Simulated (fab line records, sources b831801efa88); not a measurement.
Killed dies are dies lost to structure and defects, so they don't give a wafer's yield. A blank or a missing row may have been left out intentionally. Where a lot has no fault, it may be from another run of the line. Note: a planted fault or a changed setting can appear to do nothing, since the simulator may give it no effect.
fab line records ; flow sky130
record lots=10; wafers=30; last_day=50
route steps=708 shown METAL1@435 VIA1@479 METAL2@486 PAD_OPEN@708
lots that met no fault: from a run of the same line without faults
start_h: start of the lot's first displayed wafer, in hours after the record's first day ; wait_h: how many hours have passed since the lot's step before this one ; " same as the row above ; L1.1+2: a single row standing in for several wafers ; - no value present, or no start provided ; * or withheld: withheld ; < > ~ a bound
route shown NAME@n: names a module that has steps shown in the file, with the first one's number in the route ; usual: average and standard deviation across the fault-free wafers ; same: alike in all rows ; chamber/n: place in a boat ; sites: each site's reading ; _std_site: the standard deviation of these ; _edge_site: mean of outer sites minus mean of inner sites ; radius_mm: how far each site lies from the wafer's centre ; mask NAME#n: copy n ; behind: the last tool/chamber to shape the wafer ; hold: what put the lot on hold/how long, in hours/how the hold closed ; device: whichever transistor did not switch (one of n, p or np) ; end of line: tests of these same wafers at the route's end ; for a step that has no rows: nothing shown but its recipe ; killed: count of dies lost to structure and defects at first sort (not the wafer's yield) ; map: a wafer's dies, marking killed ones x, the rest . and places with no die _
set.NAME: the setting as run; set.NAME@STEP: as run at that earlier step ; model.NAME: the simulator's own value behind a step, which no gauge read
steps of the route over a sample of lots; a table a step, a row a wafer
services: when a tool's chamber went out of use (start_h, in hours from the record's first day, below 0 if earlier), for how many hours, and the reason
## steps
# step SKY_METAL1_SPUTTER_01
# recipe material=TiN; target_thk_nm=20; power_w=6500; time_s=16.7; chamber_pressure_pa=0.4
# usual throttle_valve_pct=30.2/0.71
# same time_s=16.7
lot.wafer;tool;chamber;start_h;wait_h;throttle_valve_pct
L382.1;pvd_sputter-01;-;758.14;0.0;30.4
L382.2;pvd_sputter-01;-;758.14;0.0;31.4
L382.4;pvd_sputter-01;-;758.14;0.0;29.2
L384.1;pvd_sputter-01;-;789.46;0.0;29.3
L384.2;pvd_sputter-01;-;789.46;0.0;31.3
L384.5;pvd_sputter-01;-;789.46;0.0;29.3
L386.1;pvd_sputter-01;-;790.29;0.0;29.2
L386.2;pvd_sputter-01;-;790.29;0.0;30.8
L386.3;pvd_sputter-01;-;790.29;0.0;31.4
L385.1;pvd_sputter-03;-;790.41;0.0;30.2
L385.3;pvd_sputter-03;-;790.41;0.0;30.6
L385.4;pvd_sputter-03;-;790.41;0.0;30.2
L391.2;pvd_sputter-04;-;840.69;0.0;31.4
L391.3;pvd_sputter-04;-;840.69;0.0;29.9
L391.6;pvd_sputter-04;-;840.69;0.0;29.7
L390.1;pvd_sputter-03;-;841.44;0.0;30.2
L390.2;pvd_sputter-03;-;841.44;0.0;30.5
L390.4;pvd_sputter-03;-;841.44;0.0;29.9
L394.1;pvd_sputter-01;-;859.88;0.0;30.4
L394.2;pvd_sputter-01;-;859.88;0.0;29.4
L394.4;pvd_sputter-01;-;859.88;0.0;30.2
L400.1;pvd_sputter-03;-;906.57;0.0;30.9
L400.3;pvd_sputter-03;-;906.57;0.0;30.3
L400.4;pvd_sputter-03;-;906.57;0.0;30.3
L402.2;pvd_sputter-04;-;912.39;0.0;29.9
L402.3;pvd_sputter-04;-;912.39;0.0;30.1
L402.5;pvd_sputter-04;-;912.39;0.0;30.0
L401.2;pvd_sputter-01;-;914.58;0.0;30.3
L401.4;pvd_sputter-01;-;914.58;0.0;30.4
L401.5;pvd_sputter-01;-;914.58;0.0;31.4
# step SKY_VIA1_CVD_21
# recipe material=W; target_thk_nm=270; time_s=80.902; temp_c=400; pressure_torr=40
# usual chamber_pressure_Torr=40.00/0.082; heater_power_w=968/54
lot.wafer;tool;chamber;start_h;wait_h;chamber_pressure_Torr;heater_power_w
L382.1;cvd_w-02;1;834.75;0.0;40.00;1041
L382.2;cvd_w-02;0;834.75;0.0;40.09;1032
L382.4;cvd_w-02;0;834.75;0.0;40.09;1043
L384.1;cvd_w-02;0;855.06;0.0;39.99;1035
L384.2;cvd_w-02;1;855.06;0.0;40.14;1028
L384.5;cvd_w-02;1;855.06;0.0;40.02;1010
L385.1;cvd_w-01;1;855.89;0.0;40.07;848
L385.3;cvd_w-01;1;855.89;0.0;40.02;872
L385.4;cvd_w-01;0;855.89;0.0;39.97;966
L386.1;cvd_w-02;1;856.24;0.0;39.92;1010
L386.2;cvd_w-02;0;856.24;0.0;40.12;1023
L386.3;cvd_w-02;1;856.24;0.0;40.06;1022
L391.2;cvd_w-02;0;890.94;0.0;39.95;1032
L391.3;cvd_w-02;1;890.94;0.0;39.90;1025
L391.6;cvd_w-02;1;890.94;0.0;39.90;1003
L390.1;cvd_w-02;1;892.61;0.0;39.96;1039
L390.2;cvd_w-02;0;892.61;0.0;39.86;1025
L390.4;cvd_w-02;0;892.61;0.0;39.97;1044
L394.1;cvd_w-01;0;912.14;0.0;39.97;952
L394.2;cvd_w-01;1;912.14;0.0;39.88;873
L394.4;cvd_w-01;1;912.14;0.0;40.03;890
L400.1;cvd_w-01;1;957.41;0.0;40.01;897
L400.3;cvd_w-01;0;957.41;0.0;39.93;961
L400.4;cvd_w-01;1;957.41;0.0;39.98;872
L402.2;cvd_w-02;1;963.45;0.0;39.92;989
L402.3;cvd_w-02;1;963.45;0.0;39.90;986
L402.5;cvd_w-02;1;963.45;0.0;39.95;976
L401.2;cvd_w-02;1;966.69;0.0;40.00;988
L401.4;cvd_w-02;1;966.69;0.0;39.96;1001
L401.5;cvd_w-02;1;966.69;0.0;40.13;968
# step SKY_VIA1_RS_MEAS_22
# recipe thk_meas_gauge=four-point-probe; reads=W_of_VIA1_CVD_21+TiN_of_VIA1_SPUTTER_20
# usual VIA1_W_RS=0.425/0.0061
lot.wafer;tool;chamber;start_h;wait_h;VIA1_W_RS[ohm/sq]
L382.1;film_metro-02;-;834.85;0.1;0.435
L382.2;film_metro-02;-;834.85;0.1;0.419
L382.4;film_metro-02;-;834.85;0.1;0.416
L384.1;film_metro-02;-;855.15;0.1;0.420
L384.2;film_metro-02;-;855.15;0.1;0.431
L384.5;film_metro-02;-;855.15;0.1;0.427
L385.1;film_metro-01;-;855.99;0.1;0.421
L385.3;film_metro-01;-;855.99;0.1;0.426
L385.4;film_metro-01;-;855.99;0.1;0.417
L386.1;film_metro-04;-;856.34;0.1;0.435
L386.2;film_metro-04;-;856.34;0.1;0.423
L386.3;film_metro-04;-;856.34;0.1;0.431
L391.2;film_metro-01;-;891.06;0.1;1.291
L391.3;film_metro-01;-;891.06;0.1;0.430
L391.6;film_metro-01;-;891.06;0.1;0.430
L390.1;film_metro-01;-;892.71;0.1;0.429
L390.2;film_metro-01;-;892.71;0.1;1.293
L390.4;film_metro-01;-;892.71;0.1;1.278
L394.1;film_metro-01;-;912.23;0.1;0.425
L394.2;film_metro-01;-;912.23;0.1;0.431
L394.4;film_metro-01;-;912.23;0.1;0.433
L400.1;film_metro-02;-;957.51;0.1;0.427
L400.3;film_metro-02;-;957.51;0.1;0.418
L400.4;film_metro-02;-;957.51;0.1;0.426
L402.2;film_metro-01;-;963.56;0.1;0.431
L402.3;film_metro-01;-;963.56;0.1;0.432
L402.5;film_metro-01;-;963.56;0.1;0.433
L401.2;film_metro-04;-;966.81;0.1;0.433
L401.4;film_metro-04;-;966.81;0.1;0.435
L401.5;film_metro-04;-;966.81;0.1;0.427
# step SKY_VIA1_THK_MEAS_23
# recipe thk_meas_gauge=xrf; reads=W_of_VIA1_CVD_21
# usual VIA1_W_THK=273/3.9
lot.wafer;tool;chamber;start_h;wait_h;VIA1_W_THK[nm]
L382.1;film_metro-02;-;834.97;0.1;267
L382.2;film_metro-02;-;834.97;0.1;278
L382.4;film_metro-02;-;834.97;0.1;279
L384.1;film_metro-02;-;855.27;0.1;275
L384.2;film_metro-02;-;855.27;0.1;269
L384.5;film_metro-02;-;855.27;0.1;271
L385.1;film_metro-01;-;856.11;0.1;273
L385.3;film_metro-01;-;856.11;0.1;272
L385.4;film_metro-01;-;856.11;0.1;279
L386.1;film_metro-04;-;856.46;0.1;265
L386.2;film_metro-04;-;856.46;0.1;274
L386.3;film_metro-04;-;856.46;0.1;269
L391.2;film_metro-01;-;891.17;0.1;93
L391.3;film_metro-01;-;891.17;0.1;271
L391.6;film_metro-01;-;891.17;0.1;271
L390.1;film_metro-01;-;892.83;0.1;272
L390.2;film_metro-01;-;892.83;0.1;93
L390.4;film_metro-01;-;892.83;0.1;93
L394.1;film_metro-01;-;912.35;0.1;272
L394.2;film_metro-01;-;912.35;0.1;269
L394.4;film_metro-01;-;912.35;0.1;269
L400.1;film_metro-02;-;957.63;0.1;273
L400.3;film_metro-02;-;957.63;0.1;279
L400.4;film_metro-02;-;957.63;0.1;274
L402.2;film_metro-01;-;963.67;0.1;271
L402.3;film_metro-01;-;963.67;0.1;269
L402.5;film_metro-01;-;963.67;0.1;269
L401.2;film_metro-04;-;966.92;0.1;268
L401.4;film_metro-04;-;966.92;0.1;269
L401.5;film_metro-04;-;966.92;0.1;273
# step SKY_VIA1_CMP_24
# recipe stop_on=SiO2; t_overpolish_s=15; down_force_psi=3.5; platen_rpm=60; target_thk_nm=0; pad_velocity_m_s=0.94248
# usual motor_current_A=11.1/1.4; time_to_endpoint_s=67/3.7
lot.wafer;tool;chamber;start_h;wait_h;motor_current_A;time_to_endpoint_s
L382.2;cmp-01;3;835.03;0.0;11.0;68
L382.4;cmp-01;0;835.03;0.0;10.5;70
L382.1;cmp-01;1;835.03;0.0;13.8;71
L384.1;cmp-01;2;855.43;0.1;9.5;64
L384.2;cmp-01;3;855.43;0.1;10.9;64
L384.5;cmp-01;1;855.43;0.1;13.8;70
L385.3;cmp-01;3;856.22;0.1;11.0;65
L385.1;cmp-01;0;856.22;0.1;10.8;68
L385.4;cmp-01;1;856.22;0.1;13.9;66
L386.2;cmp-01;1;856.52;0.0;14.1;73
L386.1;cmp-01;2;856.52;0.0;9.9;61
L386.3;cmp-01;3;856.52;0.0;10.7;65
L391.2;cmp-01;1;891.27;0.1;14.2;23
L391.3;cmp-01;2;891.27;0.1;9.2;60
L391.6;cmp-01;0;891.27;0.1;10.3;65
L390.1;cmp-02;2;892.89;0.1;10.5;66
L390.2;cmp-02;3;892.89;0.1;9.9;19
L390.4;cmp-02;1;892.89;0.1;11.6;26
L394.1;cmp-02;0;912.67;0.3;13.2;63
L394.2;cmp-02;1;912.67;0.3;11.4;68
L394.4;cmp-02;2;912.67;0.3;10.2;66
L400.1;cmp-02;3;957.69;0.1;9.5;64
L400.4;cmp-02;0;957.69;0.1;12.5;66
L400.3;cmp-02;2;957.69;0.1;10.5;73
L402.3;cmp-01;0;963.77;0.1;10.2;71
L402.2;cmp-01;1;963.77;0.1;14.0;71
L402.5;cmp-01;0;963.77;0.1;10.0;72
L401.2;cmp-02;0;967.37;0.4;12.7;68
L401.4;cmp-02;1;967.37;0.4;12.0;71
L401.5;cmp-02;3;967.37;0.4;10.3;63
# step SKY_METAL2_SPUTTER_03
# recipe material=Ti; target_thk_nm=5; power_w=2925; time_s=3.3; chamber_pressure_pa=0.4
# usual throttle_valve_pct=30.2/0.9
# same time_s=3.3
lot.wafer;tool;chamber;start_h;wait_h;throttle_valve_pct
L382.1;pvd_sputter-04;-;835.40;0.0;28.5
L382.2;pvd_sputter-04;-;835.40;0.0;30.2
L382.4;pvd_sputter-04;-;835.40;0.0;30.1
L384.1;pvd_sputter-04;-;855.70;0.0;30.3
L384.2;pvd_sputter-04;-;855.70;0.0;28.7
L384.5;pvd_sputter-04;-;855.70;0.0;30.3
L385.1;pvd_sputter-04;-;856.54;0.0;30.4
L385.3;pvd_sputter-04;-;856.54;0.0;31.4
L385.4;pvd_sputter-04;-;856.54;0.0;28.7
L386.1;pvd_sputter-01;-;856.89;0.0;30.4
L386.2;pvd_sputter-01;-;856.89;0.0;29.4
L386.3;pvd_sputter-01;-;856.89;0.0;30.4
L391.2;pvd_sputter-04;-;891.59;0.0;30.2
L391.3;pvd_sputter-04;-;891.59;0.0;28.7
L391.6;pvd_sputter-04;-;891.59;0.0;31.5
L390.1;pvd_sputter-01;-;893.26;0.0;29.2
L390.2;pvd_sputter-01;-;893.26;0.0;30.5
L390.4;pvd_sputter-01;-;893.26;0.0;31.6
L394.1;pvd_sputter-01;-;913.04;0.0;30.2
L394.2;pvd_sputter-01;-;913.04;0.0;29.4
L394.4;pvd_sputter-01;-;913.04;0.0;31.4
L400.1;pvd_sputter-04;-;958.06;0.0;31.3
L400.3;pvd_sputter-04;-;958.06;0.0;30.1
L400.4;pvd_sputter-04;-;958.06;0.0;30.2
L402.2;pvd_sputter-02;-;964.09;0.0;30.9
L402.3;pvd_sputter-02;-;964.09;0.0;28.3
L402.5;pvd_sputter-02;-;964.09;0.0;28.3
L401.2;pvd_sputter-04;-;967.69;0.0;30.0
L401.4;pvd_sputter-04;-;967.69;0.0;31.3
L401.5;pvd_sputter-04;-;967.69;0.0;30.0
# step SKY_METAL2_DESCUM_17
# recipe chemistry=O2; source_power_w=150; bias_power_w=0; pressure_mtorr=10; temp_c=40; time_s=8
# usual drypump_motor_current_A=5.4/0.32; he_backside_leak_sccm=3.40/0.23; oes_product_au=1.016/0.013
# same time_s=8
lot.wafer;tool;chamber;start_h;wait_h;drypump_motor_current_A;he_backside_leak_sccm;oes_product_au;rf_hours_counter_h
L382.1;rie_metal-04;0;851.58;0.0;5.8;3.67;1.011;13
L382.2;rie_metal-04;1;851.58;0.0;4.9;3.46;1.039;10
L382.4;rie_metal-04;0;851.58;0.0;5.9;3.58;1.011;-
L384.1;rie_metal-02;1;880.73;0.0;5.3;3.34;1.016;1
L384.2;rie_metal-02;0;880.73;0.0;5.1;3.18;1.010;5
L384.5;rie_metal-02;1;880.73;0.0;5.3;3.45;1.021;-
L385.1;rie_metal-01;1;881.08;0.0;5.4;3.58;1.017;2
L385.3;rie_metal-01;0;881.08;0.0;6.0;3.03;1.006;-
L385.4;rie_metal-01;1;881.08;0.0;5.4;3.67;1.015;-
L386.1;rie_metal-04;0;882.14;0.0;5.9;3.61;1.022;14
L386.2;rie_metal-04;1;882.14;0.0;4.9;3.52;1.033;11
L386.3;rie_metal-04;1;882.14;0.0;4.9;3.60;1.031;-
L391.2;rie_metal-02;1;916.75;0.0;5.2;3.58;1.015;3
L391.3;rie_metal-02;0;916.75;0.0;5.2;3.28;1.009;-
L391.6;rie_metal-02;0;916.75;0.0;5.2;3.14;0.993;-
L390.1;rie_metal-02;1;918.84;0.0;5.3;3.75;1.023;3
L390.2;rie_metal-02;0;918.84;0.0;5.2;3.19;1.014;7
L390.4;rie_metal-02;1;918.84;0.0;5.3;3.62;1.021;-
L394.1;rie_metal-04;1;937.99;0.0;4.9;3.57;1.050;14
L394.2;rie_metal-04;0;937.99;0.0;5.9;3.73;1.003;16
L394.4;rie_metal-04;1;937.99;0.0;4.9;3.37;1.040;-
L400.1;rie_metal-02;0;981.73;0.0;5.2;3.12;0.989;10
L400.3;rie_metal-02;0;981.73;0.0;5.2;3.06;1.005;-
L400.4;rie_metal-02;1;981.73;0.0;5.3;3.59;1.021;-
L402.2;rie_metal-01;1;988.65;0.0;5.4;3.53;1.023;8
L402.3;rie_metal-01;1;988.65;0.0;5.4;3.47;1.021;-
L402.5;rie_metal-01;1;988.65;0.0;5.4;3.47;1.020;-
L401.2;rie_metal-01;1;992.69;0.0;5.4;3.53;1.034;9
L401.4;rie_metal-01;1;992.69;0.0;5.4;3.61;1.027;-
L401.5;rie_metal-01;0;992.69;0.0;6.0;3.15;1.009;-
# step SKY_PAD_OPEN_PROBE_99
# usual defect_limited_yield=82.8/1.8; killed_at_M0_to_M3=42/5.8; killed_at_M4_up=3.0/2; killed_at_contacts=24/5.5; killed_at_front_end=15/3.9; killed_at_other=0.3/0.54; killed_dies=85/8.8; killed_on_rim=16/3.7; killed_open=47/6.8; killed_short=38/5.9; sort_bin_3_pad_short=0.9/0.41; sort_bin_5_function=10.1/1.4; sort_bin_6_memory=6.2/1.2; sort_n_pass=407/8.8; sort_yield_pct=82.8/1.8
# same gross_dies=492; killed_at_back_side=0; sort_bin_4_leakage[%]=0; sort_bin_8_speed[%]=0
lot.wafer;tool;chamber;start_h;wait_h;defect_limited_yield[%];killed_at_M0_to_M3;killed_at_M4_up;killed_at_contacts;killed_at_front_end;killed_at_other;killed_dies;killed_on_rim;killed_open;killed_short;sort_bin_3_pad_short[%];sort_bin_5_function[%];sort_bin_6_memory[%];sort_n_pass;sort_yield_pct[%]
L384.1;prober-02;-;1120.33;0.1;82.5;42;2;26;16;0;86;14;41;45;2.0;10.2;5.3;406;82.5
L384.2;prober-02;-;1120.38;0.1;84.3;36;2;24;15;0;77;14;46;31;0.8;8.9;5.9;415;84.3
L384.5;prober-02;-;1120.53;0.2;84.1;43;3;18;13;1;78;11;38;39;0.4;9.1;6.3;414;84.1
L385.1;prober-01;-;1122.94;0.1;78.9;51;5;29;19;0;104;14;58;46;0.4;12.4;8.3;388;78.9
L385.3;prober-01;-;1123.04;0.2;80.1;38;7;36;17;0;98;8;52;46;0.6;11.0;8.3;394;80.1
L385.4;prober-01;-;1123.09;0.2;80.3;50;3;32;12;0;97;20;59;38;1.6;10.6;7.5;395;80.3
L386.1;prober-02;-;1125.42;0.1;80.9;44;7;28;14;1;94;15;57;36;1.2;12.0;5.9;398;80.9
L386.2;prober-02;-;1125.47;0.1;84.8;40;0;14;20;1;75;16;43;32;1.0;8.7;5.5;417;84.8
L386.3;prober-02;-;1125.52;0.2;80.7;44;1;34;15;1;95;16;53;41;0.2;11.0;8.1;397;80.7
L391.2;prober-02;-;1154.33;0.1;84.3;45;2;18;11;1;77;18;47;29;1.2;8.1;6.3;415;84.3
L391.3;prober-02;-;1154.38;0.2;85.2;38;2;23;9;1;73;10;38;34;0.2;9.3;5.3;419;85.2
L391.6;prober-02;-;1154.53;0.2;81.7;50;0;25;12;3;90;11;54;34;0.8;10.4;7.1;402;81.7
L400.1;prober-02;-;1197.01;0.1;82.1;40;0;33;15;0;88;12;62;26;0.4;8.1;9.3;404;82.1
L400.3;prober-02;-;1197.11;0.2;82.5;34;4;36;10;2;86;12;50;35;0.4;11.2;5.9;406;82.5
L400.4;prober-02;-;1197.16;0.2;82.7;42;4;24;15;0;85;9;48;36;1.0;11.0;5.3;407;82.7
L402.2;prober-01;-;1201.48;0.1;81.7;46;3;20;20;1;90;12;48;41;1.4;9.6;7.3;402;81.7
L402.3;prober-01;-;1201.53;0.2;82.5;37;1;28;20;0;86;12;51;34;0.6;9.8;7.1;406;82.5
L402.5;prober-01;-;1201.63;0.2;82.5;46;1;20;19;0;86;15;44;41;1.6;8.5;7.3;406;82.5
L401.2;prober-02;-;1204.70;0.1;81.5;41;2;29;18;1;91;19;54;37;0.8;10.2;7.5;401;81.5
L401.4;prober-02;-;1204.80;0.2;83.7;44;0;21;15;0;80;17;42;38;1.4;9.1;5.7;412;83.7
L401.5;prober-02;-;1204.85;0.2;81.1;45;4;29;14;1;93;17;59;34;1.0;11.2;6.7;399;81.1
# killed by level:class
L384.1 CONTACT:geometric_particle:open=13 VIA2:geometric_particle:open=7 METAL2:geometric_particle:short=6 VIA3:geometric_particle:open=6 FIELD_ISO:geometric_particle:short=5 POLY_GATE:geometric_particle:short=5 CONTACT:geometric_particle:short=5 VIA2:geometric_particle:short=5
L384.2 CONTACT:geometric_particle:open=9 VIA2:geometric_particle:open=7 METAL2:geometric_particle:short=6 LI_CONTACT:geometric_particle:open=6 VIA1:geometric_particle:open=6 METAL3:geometric_particle:short=5 VIA3:geometric_particle:open=5 LI_CONTACT:geometric_particle:short=4
L384.5 CONTACT:geometric_particle:open=10 VIA1:geometric_particle:open=9 METAL2:geometric_particle:short=7 VIA2:geometric_particle:short=6 VIA3:geometric_particle:open=5 FIELD_ISO:geometric_particle:short=4 METAL1:geometric_particle:short=4 VIA1:geometric_particle:short=4
L385.1 LI_CONTACT:geometric_particle:open=12 VIA1:geometric_particle:open=11 FIELD_ISO:geometric_particle:short=10 CONTACT:geometric_particle:open=10 METAL2:geometric_particle:short=8 VIA2:geometric_particle:open=8 METAL1:geometric_particle:short=6 VIA3:geometric_particle:open=6
L385.3 LI_CONTACT:geometric_particle:open=14 VIA3:geometric_particle:open=9 LOCAL_INTERCONNECT:geometric_particle:short=7 VIA1:geometric_particle:open=7 CONTACT:geometric_particle:short=6 CONTACT:geometric_particle:open=6 FIELD_ISO:geometric_particle:open=5 METAL1:geometric_particle:short=5
L385.4 VIA1:geometric_particle:open=18 CONTACT:geometric_particle:open=10 VIA2:geometric_particle:open=10 LI_CONTACT:geometric_particle:open=7 LOCAL_INTERCONNECT:geometric_particle:short=7 CONTACT:geometric_particle:short=6 METAL3:geometric_particle:short=6 POLY_GATE:geometric_particle:open=4
L386.1 LI_CONTACT:geometric_particle:open=14 VIA1:geometric_particle:open=10 CONTACT:geometric_particle:open=7 VIA2:geometric_particle:open=7 METAL2:geometric_particle:short=5 VIA2:geometric_particle:short=5 VIA3:geometric_particle:open=5 METAL4:geometric_particle:short=4
L386.2 VIA3:geometric_particle:open=9 VIA1:geometric_particle:open=7 FIELD_ISO:geometric_particle:short=6 POLY_GATE:geometric_particle:open=5 VIA3:geometric_particle:short=5 FIELD_ISO:geometric_particle:open=4 LI_CONTACT:geometric_particle:open=4 CONTACT:geometric_particle:open=4
L386.3 LI_CONTACT:geometric_particle:open=12 VIA1:geometric_particle:open=11 CONTACT:geometric_particle:open=10 VIA2:geometric_particle:open=7 VIA1:geometric_particle:short=6 METAL1:geometric_particle:short=5 LI_CONTACT:geometric_particle:short=5 CONTACT:geometric_particle:short=4
L391.2 VIA3:geometric_particle:open=10 VIA2:geometric_particle:open=9 VIA1:geometric_particle:short=6 CONTACT:geometric_particle:open=6 METAL2:geometric_particle:short=6 VIA1:geometric_particle:open=5 CONTACT:geometric_particle:short=5 FIELD_ISO:geometric_particle:open=4
L391.3 VIA2:geometric_particle:open=9 VIA1:geometric_particle:open=8 CONTACT:geometric_particle:short=6 CONTACT:geometric_particle:open=6 POLY_GATE:geometric_particle:open=5 LI_CONTACT:geometric_particle:short=5 VIA1:geometric_particle:short=5 VIA3:geometric_particle:short=4
L391.6 VIA1:geometric_particle:open=16 CONTACT:geometric_particle:open=10 METAL2:geometric_particle:short=7 VIA3:geometric_particle:open=7 VIA2:geometric_particle:open=6 LI_CONTACT:geometric_particle:open=5 FIELD_ISO:geometric_particle:open=4 LOCAL_INTERCONNECT:geometric_particle:short=4
L400.1 CONTACT:geometric_particle:open=13 LI_CONTACT:geometric_particle:open=11 VIA3:geometric_particle:open=10 VIA2:geometric_particle:open=7 LOCAL_INTERCONNECT:geometric_particle:short=6 FIELD_ISO:geometric_particle:short=4 VIA1:geometric_particle:short=4 METAL3:geometric_particle:short=4
L400.3 LI_CONTACT:geometric_particle:open=13 CONTACT:geometric_particle:open=11 VIA1:geometric_particle:open=7 VIA3:geometric_particle:open=7 POLY_GATE:geometric_particle:short=5 LOCAL_INTERCONNECT:geometric_particle:short=5 CONTACT:geometric_particle:short=5 VIA2:geometric_particle:open=5
L400.4 VIA1:geometric_particle:open=11 LI_CONTACT:geometric_particle:open=8 METAL1:geometric_particle:short=8 CONTACT:geometric_particle:open=6 VIA1:geometric_particle:short=6 VIA2:geometric_particle:open=6 FIELD_ISO:geometric_particle:open=5 VIA3:geometric_particle:open=5
L402.2 CONTACT:geometric_particle:open=10 VIA1:geometric_particle:open=9 METAL2:geometric_particle:short=9 POLY_GATE:geometric_particle:short=7 LI_CONTACT:geometric_particle:open=7 VIA3:geometric_particle:open=6 FIELD_ISO:geometric_particle:open=5 VIA1:geometric_particle:short=5
L402.3 LI_CONTACT:geometric_particle:open=9 VIA1:geometric_particle:open=9 CONTACT:geometric_particle:open=8 CONTACT:geometric_particle:short=7 FIELD_ISO:geometric_particle:open=6 POLY_GATE:geometric_particle:open=6 METAL1:geometric_particle:short=4 VIA1:geometric_particle:short=4
L402.5 VIA1:geometric_particle:open=13 METAL2:geometric_particle:short=6 FIELD_ISO:geometric_particle:short=6 LI_CONTACT:geometric_particle:open=6 VIA2:geometric_particle:open=6 VIA2:geometric_particle:short=6 CONTACT:geometric_particle:open=5 METAL1:geometric_particle:short=5
L401.2 VIA3:geometric_particle:open=12 LI_CONTACT:geometric_particle:open=10 VIA1:geometric_particle:open=8 CONTACT:geometric_particle:open=8 FIELD_ISO:geometric_particle:short=5 FIELD_ISO:geometric_particle:open=5 VIA3:geometric_particle:short=5 POLY_GATE:geometric_particle:short=4
L401.4 VIA1:geometric_particle:open=10 METAL2:geometric_particle:short=9 METAL1:geometric_particle:short=8 CONTACT:geometric_particle:open=7 POLY_GATE:geometric_particle:open=6 LI_CONTACT:geometric_particle:open=6 CONTACT:geometric_particle:short=5 VIA1:geometric_particle:short=4
L401.5 CONTACT:geometric_particle:open=14 VIA2:geometric_particle:open=10 VIA1:geometric_particle:open=9 LI_CONTACT:geometric_particle:open=6 POLY_GATE:geometric_particle:open=5 METAL1:geometric_particle:short=5 METAL2:geometric_particle:short=5 CONTACT:geometric_particle:short=5
## services
tool;chamber;start_h;hours;kind
cmp-02;-;744.00;4.0;pm
pvd_sputter-03;-;749.38;1.0;repair
pvd_sputter-04;-;766.16;1.9;repair
cmp-01;-;769.40;4.3;repair
cvd_w-01;0;774.22;6.4;repair
rie_metal-04;1;780.08;1.9;repair
cmp-01;-;783.64;4.2;pm
cmp-01;-;826.16;0.8;repair
pvd_sputter-04;-;826.58;7.5;repair
rie_metal-01;-;839.89;2.8;pm
rie_metal-04;-;844.55;2.8;pm
rie_metal-01;0;845.45;16.1;repair
cmp-02;-;850.10;7.9;pm
cmp-01;-;878.11;0.3;repair
rie_metal-04;0;892.59;2.8;repair
cvd_w-01;1;892.70;5.2;repair
cvd_w-02;-;904.00;14.0;pm
cmp-01;-;912.00;4.0;pm
cmp-01;-;914.59;1.3;repair
cmp-01;-;921.55;25.4;pm
cmp-02;-;954.50;1.0;repair
cmp-01;-;964.19;4.1;repair
cmp-02;-;968.29;5.8;pm
cmp-02;-;978.55;17.9;pm
## key
first_sign step=SKY_VIA1_RS_MEAS_22; reading=VIA1_W_RS; direction=up; sigmas=99+; usual=0.425; struck=1.287
effect step=SKY_VIA1_THK_MEAS_23; reading=VIA1_W_THK; direction=down; sigmas=46; usual=273; struck=93
effect step=SKY_VIA1_CMP_24; reading=time_to_endpoint_s; direction=down; sigmas=12; usual=*; struck=*
met_at SKY_VIA1_CVD_21
struck_lots L390,L391
struck_wafers L390.2,L390.4,L391.2
not_acting_at SKY_METAL1_SPUTTER_01,SKY_METAL2_SPUTTER_03,SKY_METAL2_DESCUM_17
onset_between 856.24 890.94
fault kind=process_parameter_drift; tool=cvd_w-02; chamber=0; onset_h=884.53; steps=SKY_VIA1_CVD_21; channel=target_thk_nm; offset=-181.87; shape=step; end_h=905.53; acts_in=these_recipes_only; stated=270
